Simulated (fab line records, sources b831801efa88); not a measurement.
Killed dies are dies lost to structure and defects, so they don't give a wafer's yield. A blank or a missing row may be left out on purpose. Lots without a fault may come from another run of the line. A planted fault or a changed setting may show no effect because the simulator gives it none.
Problem report in the 8D (eight disciplines) form, filled by code | flow sky130 | the parts of the form that need people (team, actions taken, sign-off) are left out

1. THE PROBLEM
NWELL_2_TW at SKY_NWELL_TW_MEAS_26 reads a mean of 30 on 3 wafers of 1 lot; wafers without a fault read 494 with a standard deviation of 9.5. That is -49 standard deviations from the usual mean.
First seen on wafer L738.1, day 8 10:40, on film_metro-04. The record holds 39 wafers of 13 lots with a number at this step. Rule for "out", or "out of limits": more than 4 standard deviations from the usual mean. The other wafers with a number count as sound.

2. WHAT IT IS AND WHAT IT IS NOT
question                    | is                     | is not
which readings at this step | NWELL_2_TW             | -
which lots                  | L738                   | L726, L727, L728, L729, L730, L731, L735, L737, L741, L747, L748, L749
which wafers of those lots  | all that have a number | -
read on which gauges        | film_metro-04          | film_metro-01, film_metro-02
when                        | from day 8 10:40       | up to then (24 sound wafers); but 12 sound wafers of L741, L747, L748, L749 came after

3. SUSPECTS, AND WHAT RULES EACH OUT
Counting: a tool at a process step up to the reading stays a suspect if it ran every lot that is out and no sound lot after the first of them.
- the gauge at SKY_NWELL_TW_MEAS_26: ruled out. All the wafers that are out were read on film_metro-04, but those of them that SKY_NWELL_STRIP_14 has rows for are out there too, on other tools.
- plasma_asher-02 at SKY_NWELL_STRIP_14 (strips in O2/N2): ruled out as a lasting fault. Sound lots L747 ran on it after its first lot that is out, L738 (day 7 13:31).
- plasma_asher-02 at SKY_NWELL_STRIP_25 (strips in O2/N2): ruled out as a lasting fault. Sound lots L741, L749 ran on it after its first lot that is out, L738 (day 8 10:34).
Left after counting: nothing in the record.

4. THE CAUSE (what the simulator had put in)
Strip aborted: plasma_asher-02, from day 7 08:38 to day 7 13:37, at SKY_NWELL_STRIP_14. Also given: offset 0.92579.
Counting ruled it out, wrongly: the rule takes a fault to strike every lot that its tool runs from its start on, and this one did not.

5. THE CHAIN OF EFFECTS, in route order
Each row: a reading whose mean over the struck wafers that have a number lies more than 3 standard deviations from the usual. Only readings for which the record gives a usual standard deviation are gone through. hours: the time from each lot's start at the first step in this table that gives one to its start at this step, as a median over the lots. sigmas: the change in usual standard deviations.
hours | step                 | reading                  | usual      | on struck wafers | change | sigmas
0     | SKY_NWELL_STRIP_14   | oes_product_au           | 0.722 a.u. | 0.897            | +0.175 | +37
21    | SKY_NWELL_STRIP_25   | strip_time_to_endpoint_s | 36.85 s    | 69.13            | +32.28 | +99 or more
21    | SKY_NWELL_TW_MEAS_26 | NWELL_2_TW               | 494        | 30               | -464   | -49
The process steps in it:
- SKY_NWELL_STRIP_14: strips in O2/N2.
- SKY_NWELL_STRIP_25: strips in O2/N2.
Readings that are blank on the struck wafers while sound wafers have them: strip_time_to_endpoint_s at SKY_NWELL_STRIP_14.
Later measuring or inspecting steps at which every struck wafer that the step has a row for has a number for every such reading, and none has moved that far: SKY_VT_ADJUST_HVTR_OVL_MEAS_08.

6. WHAT WOULD HAVE CAUGHT IT SOONER
In this record the first reading out of limits at a measuring or inspecting step was taken at day 8 10:40, 26 hours after the fault began at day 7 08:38.
The tool's own readings at SKY_NWELL_STRIP_14 were out on every struck wafer that the step has a row for (oes_product_au): an alarm limit on them would have fired on the first of those.
